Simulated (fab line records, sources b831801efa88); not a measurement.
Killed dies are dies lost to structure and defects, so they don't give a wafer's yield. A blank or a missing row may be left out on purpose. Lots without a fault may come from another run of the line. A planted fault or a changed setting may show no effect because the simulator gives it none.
One fault seen from 2 desks | flow gf180mcu | each desk has only its own numbers; what lay behind them comes last

THE METROLOGY DESK
What the gauges read, lot by lot, whatever tool the lot ran on: means of the sampled wafers that have a number. A lot is out of limits, marked OUT, if its mean lies more than 4 standard deviations from the usual mean; the brackets give that distance.
Columns: A = cd_nm at GF_V2_CD_MEAS_14, usual 260.0 nm; B = cd_nm at GF_M4_CD_MEAS_14, usual 280.4 nm; C = V4_BOW at GF_V4_BOW_MEAS_05, usual 134 um; D = MIM_ALCU_RS at GF_MIM_RS_MEAS_10, usual 0.1599 ohm/sq; E = MIM_ALCU_THK at GF_MIM_THK_MEAS_11, usual 201.9 nm
lot  | first seen here | A     | B     | C   | D                | E
L475 | day 20 16:25    | 260.7 | 281.4 | 140 | 0.1618           | 200.0
L476 | day 20 22:32    | 258.7 | 281.0 | 125 | 0.1572           | 203.5
L478 | day 21 22:05    | 259.1 | 279.3 | 139 | 0.1628           | 198.8
L480 | day 23 01:48    | 261.0 | 282.2 | 136 | 0.1610           | 199.1
L481 | day 23 06:03    | 260.6 | 280.2 | 150 | 0.1611           | 199.4
L482 | day 23 11:49    | 260.5 | 281.0 | 143 | 0.1622           | 198.1
L487 | day 24 21:08    | 258.8 | 279.7 | 133 | 0.1916 (+17) OUT | 172.1 (-11) OUT
L492 | day 26 10:50    | 258.9 | 279.5 | 124 | 0.1584           | 203.3
L496 | day 27 12:23    | 260.4 | 280.5 | 137 | 0.1585           | 204.5
L497 | day 27 20:47    | 258.9 | 279.8 | 132 | 0.1588           | 203.8
L498 | day 28 03:24    | 259.6 | 278.9 | 137 | 0.1615           | 200.4
This desk's finding: out of limits on L487; first on L487, day 28 16:04 (MIM_ALCU_RS at GF_MIM_RS_MEAS_10). In limits: L475, L476, L478, L480, L481, L482, L492, L496, L497, L498.

THE TOOL OWNER'S DESK: pvd_sputter-01
The tool's own readings at GF_MIM_SPUTTER_08 (material AlCu, target thk 200 nm, time 10.6 s): means of the sampled wafers that have a number, for each lot that ran on this tool. A lot is out of limits, marked OUT, if its mean lies more than 4 standard deviations from the usual mean; the brackets give that distance.
Columns: A = throttle_valve_pct at GF_MIM_SPUTTER_08, usual 30.3 %
lot  | first seen here | A
L480 | day 27 00:52    | 29.0
L482 | day 27 11:01    | 30.2
L487 | day 28 15:59    | 30.7
L498 | day 31 14:55    | 29.8
This desk's finding: nothing out of limits on any of the 4 lots.

PUT TOGETHER
The metrology desk could have raised an alarm at day 28 16:04, on L487.
The tool owner's desk saw nothing out of limits.
The tool owner's desk has L487 on record, within its limits.
Of the lots named, all ran GF_MIM_SPUTTER_08 on pvd_sputter-01.

WHAT THE SIMULATOR HAD PUT IN
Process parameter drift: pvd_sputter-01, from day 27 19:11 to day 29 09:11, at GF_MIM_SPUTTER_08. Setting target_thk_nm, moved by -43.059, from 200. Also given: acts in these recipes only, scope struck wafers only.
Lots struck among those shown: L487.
Hours from the fault's start to each desk's first reading out of limits: the metrology desk, 21.
